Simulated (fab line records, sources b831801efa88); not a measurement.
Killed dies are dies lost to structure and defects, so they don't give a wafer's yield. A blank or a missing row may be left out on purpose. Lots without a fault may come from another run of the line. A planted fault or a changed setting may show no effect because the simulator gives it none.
A struck lot beside a sound one | flow sky130 | 14 steps out of a route of 708
Sound: wafers L572.3, L572.5, L572.6. Struck: wafers L581.2, L581.4, L581.5. The cause comes at the end.
At each step with rows: each side's tool, then ch and its chambers, then its first start. Under that, the readings that differ: sound wafers | struck wafers | difference of the means | sigmas: that difference in standard deviations of wafers without a fault.
alike: readings whose means differ by less than 2 such deviations, and words and numbers that are the same on both sides. not compared: withheld readings, readings that some wafer has no value for, bounds like >300 that may hide the same value, and numbers for which the record gives no deviation and whose values overlap.
The two part at a step that has a row with sigmas, a row that says differs or no value, or rows on one side only. Numbers that don't overlap but have no deviation are shown without sigmas and don't part them. A reading that every wafer of one side lacks parts them only if that side has two wafers or more.

first, 1 step without rows for these wafers: SKY_METAL5_CLEAN_19 (cleans in O3/DIW).
SKY_PASSIVATION_CVD_00: deposits SiO2, target thk 90 nm.
  sound on pecvd-02 ch 0,1, day 45 10:31; struck on pecvd-01 ch 0,1,2, day 47 09:12
  alike: heater_power_w
SKY_PASSIVATION_THK_MEAS_01:
  sound on film_metro-04, day 45 10:33; struck on film_metro-02, day 47 09:14
  alike: PASSIVATION_CVD_00_THK
SKY_PASSIVATION_CVD_02: deposits Si3N4, target thk 540 nm.
  sound on pecvd-04 ch 1,2, day 45 10:35; struck on pecvd-04 ch 1,2, day 47 09:17
  alike: heater_power_w
SKY_PASSIVATION_THK_MEAS_03:
  sound on film_metro-01, day 45 10:54; struck on film_metro-02, day 47 09:31
  alike: PASSIVATION_CVD_02_THK
then, 7 steps without rows for these wafers: SKY_PASSIVATION_DEHYDRATE_04 (time 60 s); SKY_PASSIVATION_HMDS_05 (prime time 60 s); SKY_PASSIVATION_COAT_06 (resist thk 3000 nm); SKY_PASSIVATION_SOFTBAKE_07; SKY_PASSIVATION_EXPOSE_08 (exposes mask NSM, target cd 3000 nm); SKY_PASSIVATION_PEB_09; SKY_PASSIVATION_DEVELOP_10 (develop time 60 s).
SKY_PASSIVATION_ETCH_11: etches the open film in CF4/O2, stops on AlCu, target depth 725 nm, time 161.1 s.
  sound on rie_diel-01 ch 2,3, day 46 06:38; struck on rie_diel-01 ch 0,1, day 48 04:29
  no value came back on the struck wafers for any of 6 readings (O2_flow_sccm (sccm), bias_w (W) and others); on the sound wafers O2_flow_sccm (sccm) reads 10.01 10.01 10.00
  reading                                       | sound          | struck         | difference | sigmas
  model.coat_of_PASSIVATION_COAT_06.thk_nm (nm) | 2507 2518 2536 | 3007 3007 2995 | +483       |
  not compared: rf_hours_counter_h
SKY_PASSIVATION_STRIP_12: strips in O2/N2.
  sound on plasma_asher-03 ch 0,1, day 46 06:46; struck on plasma_asher-02 ch 0,1, day 48 04:35
  reading                      | sound             | struck            | difference | sigmas
  strip_time_to_endpoint_s (s) | 31.41 31.54 31.74 | 37.04 37.05 36.91 | +5.44      | +32
  alike: drypump_motor_current_A, oes_product_au
  not compared: rf_hours_counter_h

WHERE THEY PART
First at SKY_PASSIVATION_ETCH_11; last, within this record, at SKY_PASSIVATION_STRIP_12.

WHY: what the simulator had put in
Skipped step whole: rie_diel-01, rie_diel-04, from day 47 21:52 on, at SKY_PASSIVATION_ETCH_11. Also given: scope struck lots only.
